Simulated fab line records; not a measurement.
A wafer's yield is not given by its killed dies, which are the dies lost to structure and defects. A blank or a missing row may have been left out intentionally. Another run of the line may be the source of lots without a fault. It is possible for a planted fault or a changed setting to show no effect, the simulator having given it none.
fab line records + flow sky130
record
- lots=13
- wafers=39
- lastDay=50
route steps=708 shown DNWELL@44 VT_ADJUST_LVTN@106 VT_ADJUST_NCORE@125 VT_ADJUST_PCH@153
lots with no fault: from the same line, run without faults
startH: start of the lot's first displayed wafer, in hours after the record's first day + waitH: time in hours since the lot's previous step + " the same as in the row above + L1.1+2: one row covering several wafers at once + - no value present, or no start provided + * or withheld: withheld + < > ~ a bound
route shown NAME@n: a module of which the file shows steps, and the number in the route of the first + usual: the fault-free wafers' mean and standard deviation + same: alike in all rows + chamber/n: place in a boat + sites: per-site readings + _std_site: the values' standard deviation + _edge_site: mean of outer sites minus mean of inner sites + radiusMm: for every site, how far away it sits from the centre of the wafer + mask NAME#n: copy n + behind: the tool/chamber that last shaped the wafer + hold: why the lot went on hold/how many hours it stayed there/how the hold came to an end + device: which transistor (n, p or np) failed to switch + end of line: tests run on the same wafers once the route is complete + a step with no rows: only its recipe + killed: dies lost to structure and defects at the first sort, not the wafer's yield + map: dies across one wafer; x = killed, . = not, _ = none there
set.NAME: the setting as run; set.NAME@STEP: as run at that earlier step + model.NAME: the simulator's own value behind a step, which no gauge read
one table for each step of the route and one row for each wafer, over a sample of lots
services: a tool's chamber out of use, with start hour (startH, from the record's first day; less than 0 if before it), hours out, and reason
## steps
# step SKY_DNWELL_TW_MEAS_09
# usual
- DNWELL_TW=1117/8.9
| lot.wafer | tool         | chamber | startH | waitH | DNWELL_TW |
|-----------|--------------|---------|--------|-------|-----------|
| L271.1    | filmMetro-03 | -       | 60.58  | 0.1   | 1111      |
| L271.2    | "            | -       | "      | "     | 1106      |
| L271.3    | "            | -       | "      | "     | 1116      |
| L273.4    | filmMetro-04 | -       | 63.20  | 0.1   | 1119      |
| L273.5    | "            | -       | "      | "     | 1110      |
| L273.6    | "            | -       | "      | "     | 1125      |
| L275.2    | filmMetro-01 | -       | 69.23  | 0.1   | 1119      |
| L275.4    | "            | -       | "      | "     | 1118      |
| L275.6    | "            | -       | "      | "     | 1116      |
| L276.1    | filmMetro-01 | -       | 80.38  | 0.1   | 1125      |
| L276.2    | "            | -       | "      | "     | 1125      |
| L276.6    | "            | -       | "      | "     | 1121      |
| L278.2    | filmMetro-04 | -       | 89.77  | 0.1   | 1103      |
| L278.3    | "            | -       | "      | "     | 1104      |
| L278.4    | "            | -       | "      | "     | 1110      |
| L279.2    | filmMetro-01 | -       | 94.53  | 0.1   | 1111      |
| L279.3    | "            | -       | "      | "     | 1115      |
| L279.4    | "            | -       | "      | "     | 1108      |
| L280.4    | filmMetro-01 | -       | 101.94 | 0.1   | 1124      |
| L280.5    | "            | -       | "      | "     | 1125      |
| L280.6    | "            | -       | "      | "     | 1123      |
| L283.1    | filmMetro-04 | -       | 123.36 | 0.1   | 1104      |
| L283.3    | "            | -       | "      | "     | 1106      |
| L283.5    | "            | -       | "      | "     | 1106      |
| L285.2    | filmMetro-03 | -       | 131.67 | 0.1   | 1113      |
| L285.3    | "            | -       | "      | "     | 1116      |
| L285.5    | "            | -       | "      | "     | 1114      |
| L288.2    | filmMetro-04 | -       | 143.39 | 0.1   | 1111      |
| L288.3    | "            | -       | "      | "     | 1111      |
| L288.6    | "            | -       | "      | "     | 1108      |
| L289.3    | filmMetro-01 | -       | 152.40 | 0.1   | 1117      |
| L289.4    | "            | -       | "      | "     | 1120      |
| L289.6    | "            | -       | "      | "     | 1119      |
| L291.1    | filmMetro-01 | -       | 158.61 | 0.1   | 1121      |
| L291.5    | "            | -       | "      | "     | 1121      |
| L291.6    | "            | -       | "      | "     | 1119      |
| L294.2    | filmMetro-01 | -       | 178.32 | 0.1   | 1133      |
| L294.4    | "            | -       | "      | "     | 1134      |
| L294.6    | "            | -       | "      | "     | 1133      |
# step SKY_VT_ADJUST_LVTN_STRIP_09
# recipe
- chemistry=O2/N2
- powerW=1400
- pressureMtorr=1500
- platenTempC=withheld
- o2FlowSccm=3000
- n2FlowSccm=300
- overashFraction=0.5
# usual
- drypumpMotorCurrentA=5.5/0.3
- oesProductAu=0.723/0.005
- stripTimeToEndpointS=36.94/0.096
| lot.wafer | tool           | chamber | startH | waitH | drypumpMotorCurrentA | oesProductAu | rfHoursCounterH | stripTimeToEndpointS |
|-----------|----------------|---------|--------|-------|----------------------|--------------|-----------------|----------------------|
| L271.1    | plasmaAsher-03 | 0       | 150.24 | 0.1   | 5.4                  | 0.725        | 34              | 37.02                |
| L271.2    | "              | 1       | "      | "     | 5.2                  | 0.720        | 34              | 37.12                |
| L271.3    | "              | 0       | "      | "     | 5.4                  | 0.721        | -               | 37.06                |
| L273.4    | plasmaAsher-04 | 0       | 154.35 | 0.1   | 5.7                  | 0.726        | -               | 36.90                |
| L273.5    | "              | 0       | "      | "     | 5.7                  | 0.722        | -               | 37.00                |
| L273.6    | "              | 1       | "      | "     | 5.9                  | 0.723        | -               | 36.83                |
| L275.2    | plasmaAsher-03 | 0       | 160.44 | 0.1   | 5.4                  | 0.725        | 36              | 36.97                |
| L275.4    | "              | 0       | "      | "     | 5.4                  | 0.736        | -               | 36.99                |
| L275.6    | "              | 0       | "      | "     | 5.4                  | 0.720        | -               | 36.97                |
| L276.1    | plasmaAsher-02 | 0       | 172.95 | 0.1   | 6.1                  | 0.723        | 46              | 37.04                |
| L276.2    | "              | 1       | "      | "     | 5.3                  | 0.731        | 46              | 37.09                |
| L276.6    | "              | 1       | "      | "     | 5.4                  | 0.728        | -               | 37.03                |
| L278.2    | plasmaAsher-03 | 1       | 184.96 | 0.1   | 5.2                  | 0.730        | 38              | 37.05                |
| L278.3    | "              | 1       | "      | "     | 5.2                  | 0.720        | -               | 36.92                |
| L278.4    | "              | 0       | "      | "     | 5.4                  | 0.720        | -               | 37.11                |
| L279.2    | plasmaAsher-02 | 0       | 190.59 | 0.1   | 6.1                  | 0.724        | 47              | 37.02                |
| L279.3    | "              | 0       | "      | "     | 6.0                  | 0.724        | -               | 37.18                |
| L279.4    | "              | 1       | "      | "     | 5.3                  | 0.722        | -               | 37.01                |
| L280.4    | plasmaAsher-03 | 0       | 201.27 | 0.1   | 5.4                  | 0.725        | -               | 36.97                |
| L280.5    | "              | 0       | "      | "     | 5.4                  | 0.715        | -               | 36.92                |
| L280.6    | "              | 1       | "      | "     | 5.2                  | 0.723        | -               | 36.99                |
| L283.1    | plasmaAsher-04 | 1       | 226.66 | 0.1   | 5.9                  | 0.715        | 12              | 36.83                |
| L283.3    | "              | 0       | "      | "     | 5.7                  | 0.724        | -               | 36.78                |
| L283.5    | "              | 0       | "      | "     | 5.7                  | 0.712        | -               | 36.89                |
| L285.2    | plasmaAsher-04 | 0       | 237.10 | 0.1   | 5.7                  | 0.714        | 13              | 36.88                |
| L285.3    | "              | 1       | "      | "     | 5.9                  | 0.726        | -               | 36.96                |
| L285.5    | "              | 0       | "      | "     | 5.7                  | 0.718        | -               | 36.85                |
| L288.2    | plasmaAsher-03 | 0       | 252.34 | 0.1   | 5.4                  | 0.730        | 43              | 37.05                |
| L288.3    | "              | 1       | "      | "     | 5.2                  | 0.720        | -               | 36.96                |
| L288.6    | "              | 1       | "      | "     | 5.2                  | 0.725        | -               | 36.98                |
| L289.3    | plasmaAsher-04 | 1       | 262.50 | 0.1   | 5.9                  | 0.723        | -               | 37.02                |
| L289.4    | "              | 0       | "      | "     | 5.7                  | 0.731        | -               | 37.11                |
| L289.6    | "              | 0       | "      | "     | 5.7                  | 0.720        | -               | 36.97                |
| L291.1    | plasmaAsher-04 | 0       | 268.84 | 0.1   | 5.7                  | 0.720        | 15              | 36.89                |
| L291.5    | "              | 1       | "      | "     | 5.9                  | 0.722        | -               | 36.92                |
| L291.6    | "              | 0       | "      | "     | 5.7                  | 0.728        | -               | 36.90                |
| L294.2    | plasmaAsher-02 | 0       | 291.73 | 0.1   | 6.1                  | 0.721        | 59              | 37.03                |
| L294.4    | "              | 1       | "      | "     | 5.4                  | 0.714        | -               | 36.99                |
| L294.6    | "              | 1       | "      | "     | 5.3                  | 0.719        | -               | 36.99                |
# step SKY_VT_ADJUST_NCORE_DEVELOP_06
# recipe
- resist=NOVOLAK
- developer=TMAH
- developTimeS=60
- devTempC=23
| lot.wafer  | tool          | chamber | startH | waitH |
|------------|---------------|---------|--------|-------|
| L271.1+2+3 | lithoTrack-04 | 0       | 191.23 | 0.1   |
| L273.4+5+6 | lithoTrack-04 | 0       | 194.80 | 0.1   |
| L275.2+4+6 | lithoTrack-04 | 0       | 201.45 | 0.1   |
| L276.1+2+6 | lithoTrack-01 | 0       | 214.16 | 0.1   |
| L278.2+3+4 | lithoTrack-01 | 0       | 227.33 | 0.1   |
| L279.2+3+4 | lithoTrack-01 | 0       | 234.23 | 0.1   |
| L280.4+5+6 | lithoTrack-04 | 0       | 245.75 | 0.1   |
| L283.1+3+5 | lithoTrack-04 | 0       | 273.88 | 0.1   |
| L285.2+3+5 | lithoTrack-03 | 0       | 284.36 | 0.1   |
| L288.2+3+6 | lithoTrack-01 | 0       | 300.13 | 0.1   |
| L289.3+4+6 | lithoTrack-01 | 0       | 311.25 | 0.1   |
| L291.1+5+6 | lithoTrack-03 | 0       | 318.39 | 0.1   |
| L294.2+4+6 | lithoTrack-03 | 0       | 344.46 | 0.1   |
# step SKY_VT_ADJUST_NCORE_CD_MEAS_07
# recipe
- targetCdNm=380
# usual
- cdNm=379.3/1.9
| lot.wafer | tool     | chamber | startH | waitH | cdNm  |
|-----------|----------|---------|--------|-------|-------|
| L271.1    | cdSem-02 | -       | 191.38 | 0.1   | 378.0 |
| L271.2    | "        | -       | "      | "     | 378.0 |
| L271.3    | "        | -       | "      | "     | 378.5 |
| L273.4    | cdSem-01 | -       | 194.94 | 0.1   | 378.9 |
| L273.5    | "        | -       | "      | "     | 379.3 |
| L273.6    | "        | -       | "      | "     | 379.9 |
| L275.2    | cdSem-02 | -       | 201.60 | 0.1   | 382.3 |
| L275.4    | "        | -       | "      | "     | 380.4 |
| L275.6    | "        | -       | "      | "     | 378.9 |
| L276.1    | cdSem-01 | -       | 214.40 | 0.2   | 377.5 |
| L276.2    | "        | -       | "      | "     | 375.0 |
| L276.6    | "        | -       | "      | "     | 376.9 |
| L278.2    | cdSem-01 | -       | 227.48 | 0.1   | 381.1 |
| L278.3    | "        | -       | "      | "     | 378.9 |
| L278.4    | "        | -       | "      | "     | 381.3 |
| L279.2    | cdSem-02 | -       | 234.37 | 0.1   | 382.1 |
| L279.3    | "        | -       | "      | "     | 380.6 |
| L279.4    | "        | -       | "      | "     | 380.9 |
| L280.4    | cdSem-01 | -       | 245.89 | 0.1   | 379.1 |
| L280.5    | "        | -       | "      | "     | 379.2 |
| L280.6    | "        | -       | "      | "     | 378.4 |
| L283.1    | cdSem-02 | -       | 274.03 | 0.1   | 382.4 |
| L283.3    | "        | -       | "      | "     | 380.3 |
| L283.5    | "        | -       | "      | "     | 381.4 |
| L285.2    | cdSem-02 | -       | 284.51 | 0.1   | 383.2 |
| L285.3    | "        | -       | "      | "     | 379.7 |
| L285.5    | "        | -       | "      | "     | 379.9 |
| L288.2    | cdSem-01 | -       | 300.27 | 0.1   | 396.8 |
| L288.3    | "        | -       | "      | "     | 380.5 |
| L288.6    | "        | -       | "      | "     | 393.5 |
| L289.3    | cdSem-02 | -       | 311.39 | 0.1   | 380.0 |
| L289.4    | "        | -       | "      | "     | 378.9 |
| L289.6    | "        | -       | "      | "     | 394.3 |
| L291.1    | cdSem-01 | -       | 318.54 | 0.1   | 380.2 |
| L291.5    | "        | -       | "      | "     | 377.3 |
| L291.6    | "        | -       | "      | "     | 377.1 |
| L294.2    | cdSem-02 | -       | 344.61 | 0.1   | 376.2 |
| L294.4    | "        | -       | "      | "     | 379.0 |
| L294.6    | "        | -       | "      | "     | 378.0 |
# step SKY_VT_ADJUST_PCH_TW_MEAS_10
# usual
- VT_ADJUST_PCH_TW=142.1/0.91
| lot.wafer | tool         | chamber | startH | waitH | VT_ADJUST_PCH_TW |
|-----------|--------------|---------|--------|-------|------------------|
| L271.1    | filmMetro-04 | -       | 235.08 | 0.1   | 142.3            |
| L271.2    | "            | -       | "      | "     | 142.3            |
| L271.3    | "            | -       | "      | "     | 142.0            |
| L273.4    | filmMetro-02 | -       | 239.18 | 0.1   | 141.5            |
| L273.5    | "            | -       | "      | "     | 141.6            |
| L273.6    | "            | -       | "      | "     | 141.0            |
| L275.2    | filmMetro-04 | -       | 247.27 | 0.1   | 142.9            |
| L275.4    | "            | -       | "      | "     | 142.9            |
| L275.6    | "            | -       | "      | "     | 142.6            |
| L276.1    | filmMetro-02 | -       | 260.95 | 0.1   | 141.7            |
| L276.2    | "            | -       | "      | "     | 141.9            |
| L276.6    | "            | -       | "      | "     | 142.1            |
| L278.2    | filmMetro-02 | -       | 275.32 | 0.1   | 141.2            |
| L278.3    | "            | -       | "      | "     | 141.9            |
| L278.4    | "            | -       | "      | "     | 140.8            |
| L279.2    | filmMetro-02 | -       | 282.92 | 0.1   | 141.7            |
| L279.3    | "            | -       | "      | "     | 142.6            |
| L279.4    | "            | -       | "      | "     | 141.9            |
| L280.4    | filmMetro-02 | -       | 295.18 | 0.1   | 139.7            |
| L280.5    | "            | -       | "      | "     | 140.0            |
| L280.6    | "            | -       | "      | "     | 140.5            |
| L283.1    | filmMetro-02 | -       | 328.48 | 0.1   | 141.8            |
| L283.3    | "            | -       | "      | "     | 142.1            |
| L283.5    | "            | -       | "      | "     | 142.1            |
| L285.2    | filmMetro-03 | -       | 336.84 | 0.1   | 143.0            |
| L285.3    | "            | -       | "      | "     | 142.0            |
| L285.5    | "            | -       | "      | "     | 143.0            |
| L288.2    | filmMetro-02 | -       | 356.07 | 0.1   | 141.9            |
| L288.3    | "            | -       | "      | "     | 141.9            |
| L288.6    | "            | -       | "      | "     | 141.6            |
| L289.3    | filmMetro-03 | -       | 366.53 | 0.1   | 144.6            |
| L289.4    | "            | -       | "      | "     | 143.9            |
| L289.6    | "            | -       | "      | "     | 143.5            |
| L291.1    | filmMetro-04 | -       | 375.03 | 0.1   | 141.4            |
| L291.5    | "            | -       | "      | "     | 142.0            |
| L291.6    | "            | -       | "      | "     | 142.7            |
| L294.2    | filmMetro-03 | -       | 402.22 | 0.1   | 143.9            |
| L294.4    | "            | -       | "      | "     | 143.6            |
| L294.6    | "            | -       | "      | "     | 142.2            |
## services
| tool           | chamber | startH | hours | kind   |
|----------------|---------|--------|-------|--------|
| plasmaAsher-03 | -       | 135.07 | 4.3   | repair |
| plasmaAsher-02 | -       | 155.98 | 1.5   | repair |
| plasmaAsher-03 | -       | 190.02 | 7.8   | repair |
| plasmaAsher-03 | -       | 198.12 | 1.5   | repair |
| plasmaAsher-03 | -       | 208.38 | 2.8   | pm     |
| plasmaAsher-03 | -       | 211.58 | 2.3   | repair |
| plasmaAsher-03 | -       | 217.37 | 2.9   | repair |
| plasmaAsher-04 | -       | 241.08 | 2.8   | pm     |
| plasmaAsher-04 | -       | 244.00 | 10.5  | repair |
| plasmaAsher-02 | -       | 338.54 | 4.0   | pm     |
| plasmaAsher-03 | -       | 344.35 | 4.4   | repair |
## key
firstSign
- step=SKY_VT_ADJUST_NCORE_CD_MEAS_07
- reading=cdNm
- direction=up
- sigmas=8.1
- usual=379.3
- struck=394.9
effect none on later readings
metAt SKY_VT_ADJUST_NCORE_DEVELOP_06
struckLots L288,L289
struckWafers L288.2,L288.6,L289.6
testerLeftOut L288,L289
notActingAt SKY_DNWELL_TW_MEAS_09,SKY_VT_ADJUST_LVTN_STRIP_09,SKY_VT_ADJUST_PCH_TW_MEAS_10
onsetBetween 234.23 300.13
fault
- kind=processParameterDrift
- tool=lithoTrack-01
- chamber=-
- onsetH=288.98
- steps=SKY_VT_ADJUST_NCORE_DEVELOP_06
- channel=developTimeS
- offset=*
- shape=step
- endH=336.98
- scope=struckWafersOnly
- actsIn=*
- stated=*
# testerLeftOut: of these lots the tester's yield and bins aren't shown, on N5 and GAA mostly nor the transistor test; their killed dies are dies lost to structure and defects alone, not to doping, threshold or leakage, so they don't give the yield
